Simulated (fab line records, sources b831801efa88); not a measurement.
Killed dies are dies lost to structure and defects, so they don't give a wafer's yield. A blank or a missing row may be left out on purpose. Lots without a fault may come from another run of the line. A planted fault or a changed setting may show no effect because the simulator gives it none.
Split-lot experiment | flow sky130 | 5 lots, 15 wafers read, on a route of 708 steps

THE SPLIT
At SKY_METAL1_ETCH_18 (etches BARC in N2/H2, stops on SiO2, time 45.9 s, target depth 60 nm), the setting icp_w was moved away from the recipe's 500 W on 5 of the 15 wafers read, by -9.8% to -4.1%. The other wafers ran this setting at the recipe's value.

The reading is taken at the split's own step.

THE READING
KrF-thick_of_METAL1_COAT_10.thk_nm (the simulator's own value, which no gauge read), in nm, at SKY_METAL1_ETCH_18 (etches BARC in N2/H2, stops on SiO2, time 45.9 s, target depth 60 nm). The file gives no usual value for it. The 10 wafers here that ran the recipe average 391.1 nm, standard deviation 1.4 nm.

wafer  | tool, chamber at the split | icp_w as run, W | against the recipe | KrF-thick_of_METAL1_COAT_10.thk_nm, nm | against lot-mates on the recipe
L074.3 | rie_metal-02, 1            | 500             | recipe             | 391.4                                  | -
L074.6 | rie_metal-02, 1            | 500             | recipe             | 392.4                                  | -
L075.3 | rie_metal-01, 0            | 479.7           | -4.1%              | 392.8                                  | +1.3
L075.5 | rie_metal-01, 1            | 500             | recipe             | 391.5                                  | -
L077.1 | rie_metal-02, 1            | 451             | -9.8%              | 395.8                                  | +5.6
L077.2 | rie_metal-02, 0            | 451             | -9.8%              | 395.7                                  | +5.5
L077.4 | rie_metal-02, 1            | 500             | recipe             | 390.2                                  | -
L081.1 | rie_metal-01, 0            | 500             | recipe             | 392                                    | -
L081.3 | rie_metal-01, 1            | 500             | recipe             | 392.5                                  | -
L081.4 | rie_metal-01, 0            | 500             | recipe             | 392.8                                  | -
L085.1 | rie_metal-02, 1            | 474.3           | -5.1%              | 390.4                                  | +1.2
L085.2 | rie_metal-02, 0            | 500             | recipe             | 388.9                                  | -
L085.3 | rie_metal-02, 1            | 500             | recipe             | 390.4                                  | -
L085.4 | rie_metal-02, 0            | 474.3           | -5.1%              | 392.7                                  | +3.5
L085.5 | rie_metal-02, 0            | 500             | recipe             | 388.4                                  | -

THE FIT
A straight line over all 15 wafers: KrF-thick_of_METAL1_COAT_10.thk_nm changes by -0.416 nm for each +1% of icp_w; r = -0.72; the points scatter about the line by 1.5 nm.
The same after taking each lot's own level away (the mean of its wafers on the recipe; 15 wafers): -0.538 nm for each +1%; r = -0.94; scatter 0.73 nm.
On that fit, the largest move of icp_w shifts the reading by 5.3 nm.
The lots' own levels span 389.23 to 392.43 nm, that is 2.2 times the standard deviation above.
So the lot-to-lot level blurs the effect unless lot-mates are compared.
Check: with one of the wafers moved furthest among these (-9.8%) left out of the fit, the line predicts +4.95 nm for it against its lot-mates. It came out at +5.6 nm against them.

OTHER SPLITS ON THESE WAFERS
These wafers also went through other splits before the reading. Each is held against what the fit with the lots' levels taken away leaves over:
other split on the same wafers               | wafers away from the commonest value | r with KrF-thick_of_METAL1_COAT_10.thk_nm (lot level and that fit taken away)
SKY_LOCAL_INTERCONNECT_SPUTTER_00 time_s     | 7                                    | +0.06
SKY_LOCAL_INTERCONNECT_EXPOSE_08 dose_mj     | 6                                    | +0.23
SKY_LOCAL_INTERCONNECT_ETCH_13 ion_energy_ev | 5                                    | +0.29
SKY_CONTACT_CMP_04 leave_above_ref_nm        | 4                                    | -0.13
SKY_CONTACT_EXPOSE_11 dose_mj                | 7                                    | -0.01
SKY_METAL1_SPUTTER_00 time_s                 | 0                                    | -

THE FILE'S OWN FIT
KrF-thick_of_METAL1_COAT_10.thk_nm changes by -0.511 nm for each +1% of icp_w, r = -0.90.
